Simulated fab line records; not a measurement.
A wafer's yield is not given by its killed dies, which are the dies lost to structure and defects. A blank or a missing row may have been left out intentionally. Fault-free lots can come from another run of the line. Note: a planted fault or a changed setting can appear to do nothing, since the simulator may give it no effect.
Comparing a struck lot with a sound one | flow sky130 | 14 steps out of a route of 708
Sound: the wafers L805.2, L805.3, L805.4. Wafers struck: L809.1, L809.3, L809.5. The cause comes at the end.
Each step with rows lists, per side, the tool, then ch with its chambers, then its first start. Under that, the readings that differ: sound wafers | struck wafers | difference of the means | sigmas: that difference in standard deviations of wafers without a fault.
alike: same words and numbers on both sides, and readings whose means sit less than 2 such deviations apart. not compared: any withheld reading, any reading some wafer has no value for, any bound like >300 that may hide the same value, and any number with overlapping values for which the record gives no deviation.
Wherever a step has rows on one side only, a row that says differs or no value, or a row with sigmas, the two part there. When numbers do not overlap yet have no deviation, they are printed without sigmas and do not part them. A reading that every wafer of one side lacks parts them only if that side has two wafers or more.

SKY_METAL5_SPUTTER_01: material TiN, target thk 20 nm, time 16.7 s.
  struck on pvd sputter-02, day 44 09:58; sound on pvd sputter-01, day 43 19:19
  alike: throttle valve pct
SKY_METAL5_SPUTTER_02: material AlCu, target thk 1150 nm, time 61.2 s.
  struck on pvd sputter-02, day 44 09:59; sound on pvd sputter-01, day 43 19:20
  alike: throttle valve pct
SKY_METAL5_SPUTTER_03: material Ti, target thk 5 nm, time 3.3 s.
  struck on pvd sputter-02, day 44 10:02; sound on pvd sputter-01, day 43 19:23
  alike: throttle valve pct
SKY_METAL5_SPUTTER_04: material TiN, target thk 70 nm, time 58.3 s.
  struck on pvd sputter-02, day 44 10:03; sound on pvd sputter-01, day 43 19:24
  alike: throttle valve pct
SKY_METAL5_RS_MEAS_05: measures by four-point-probe.
  struck on film metro-04, day 44 10:06; sound on film metro-04, day 43 19:28
  alike: METAL5_ALCU_RS
SKY_METAL5_THK_MEAS_06: measures by xrf.
  struck on film metro-04, day 44 10:13; sound on film metro-04, day 43 19:35
  alike: METAL5_ALCU_THK
then, 6 steps without rows for these wafers: SKY_METAL5_DEHYDRATE_07 (time 60 s); SKY_METAL5_HMDS_08 (prime time 60 s); SKY_METAL5_COAT_09 (resist thk 1800 nm); SKY_METAL5_SOFTBAKE_10 (time 60 s); SKY_METAL5_EXPOSE_11 (exposes mask MM5, target cd 1600 nm); SKY_METAL5_PEB_12.
SKY_METAL5_DEVELOP_13: develop time 60 s.
  sound on litho track-03 ch 0, day 44 18:13; struck on litho track-03, day 45 06:35
  no value came back on the struck wafers for chill plate temp C (C), develop time s (s), developer temp C (C); on the sound wafers chill plate temp C (C) reads 23.03 23.00 23.05
SKY_METAL5_DESCUM_14: chemistry O2, time 11 s.
  sound on rie metal-02 ch 1, day 44 18:20; struck on rie metal-02 ch 0,1, day 45 06:44
  alike: drypump motor current A, oes product au
  not compared: rf hours counter h

## WHERE THEY PART
Within this record, at SKY_METAL5_DEVELOP_13 only. Later steps at which nothing parts them and some readings are alike: SKY_METAL5_DESCUM_14.

WHY: what had been put in by the simulator
Entire step skipped (litho track-03, SKY_METAL5_DEVELOP_13), from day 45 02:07 onward. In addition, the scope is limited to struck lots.
